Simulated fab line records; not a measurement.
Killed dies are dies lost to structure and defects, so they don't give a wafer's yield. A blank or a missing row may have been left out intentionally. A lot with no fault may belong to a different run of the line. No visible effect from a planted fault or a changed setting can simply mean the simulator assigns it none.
What tool caused it? ; flow sky130 ; 12 lots with 36 wafers sampled at 2 steps, on a route of 708 steps

== WHAT THE GAUGES SHOWED, per wafer ==
SKY_VT_ADJUST_HVTP_OVL_MEAS_08. Usual: VT_ADJUST_HVTP_OVL typically reads 0.0 nm, with standard deviation 1.3.
lot;measured;on;VT_ADJUST_HVTP_OVL (nm);flag
L420;day 6 04:32;overlay-01;1.1 0.4 0.2;
L422;day 6 15:46;overlay-01;1.3 2.1 2.0;
L424;day 7 05:29;overlay-02;0.0 -0.5 0.1;
L426;day 7 18:51;overlay-01;1.3 0.9 0.4;
L427;day 7 21:16;overlay-01;-1.3 -2.1 -1.5;
L428;day 8 05:28;overlay-01;1.0 1.2 0.2;
L429;day 8 10:46;overlay-02;0.4 -1.7 0.8;
L431;day 8 22:05;overlay-02;-115.0 -117.2 -114.7;OFF
L432;day 9 04:34;overlay-02;-113.0 -113.5 -115.0;OFF
L433;day 9 12:13;overlay-01;-1.1 -1.8 0.1;
L438;day 11 16:10;overlay-02;-113.3 -114.5 -115.9;OFF
L440;day 11 20:58;overlay-01;0.6 1.5 0.0;

== EACH LOT AND THE TOOL THAT RAN IT (in order: tool; ch and the chambers of the sampled wafers; start) ==
lot;SKY_VT_ADJUST_HVTP_EXPOSE_04
L420;ilineStepper-01 ch 0, day 5 19:40
L422;ilineStepper-02 ch 0, day 6 06:47
L424;ilineStepper-02 ch 0, day 6 20:28
L426;ilineStepper-01 ch 0, day 7 08:54
L427;ilineStepper-02 ch 0, day 7 12:04
L428;ilineStepper-01 ch 0, day 7 19:12
L429;ilineStepper-01 ch 0, day 8 00:47
L431;ilineStepper-02 ch 0, day 8 11:30
L432;ilineStepper-02 ch 0, day 8 18:02
L433;ilineStepper-01 ch 0, day 9 01:26
L438;ilineStepper-02 ch 0, day 11 05:10
L440;ilineStepper-01 ch 0, day 11 09:50
- SKY_VT_ADJUST_HVTP_EXPOSE_04: exposes mask HVTPM, target cd 380 nm.

== AS READ BY THE TOOLS THEMSELVES (means over the sampled wafers that have a number; for cases with no such wafer, the mark the record gives instead) ==
The record holds no such reading with a usual standard deviation.

== THE ANSWER, worked out from the rows above alone ==
Rule: a lot counts as off when the mean over its wafers that have a number is more than 3 standard deviations away from the usual mean. A lot without any number at a reading at which 4 lots or more have one is off too. Any other lot the step has rows for is counted as sound. First the gauges in route order, then the tools' own readings, where a lot's mean is used as printed above. At the first step where some lot is off, the reading lying furthest off is the one used; lots without a number count as furthest.
Off: L431, L432, L438, at SKY_VT_ADJUST_HVTP_OVL_MEAS_08 (VT_ADJUST_HVTP_OVL).
A tool fits if, at a process step before that reading, it ran every lot that is off, and no sound lot after the first of them. Those tools and the gauges at SKY_VT_ADJUST_HVTP_OVL_MEAS_08 are tried in the same way. Can't be told from this: 2 tools fit, ilineStepper-02 at SKY_VT_ADJUST_HVTP_EXPOSE_04, overlay-02 at SKY_VT_ADJUST_HVTP_OVL_MEAS_08.

== WHAT THE SIMULATOR HAD PUT IN ==
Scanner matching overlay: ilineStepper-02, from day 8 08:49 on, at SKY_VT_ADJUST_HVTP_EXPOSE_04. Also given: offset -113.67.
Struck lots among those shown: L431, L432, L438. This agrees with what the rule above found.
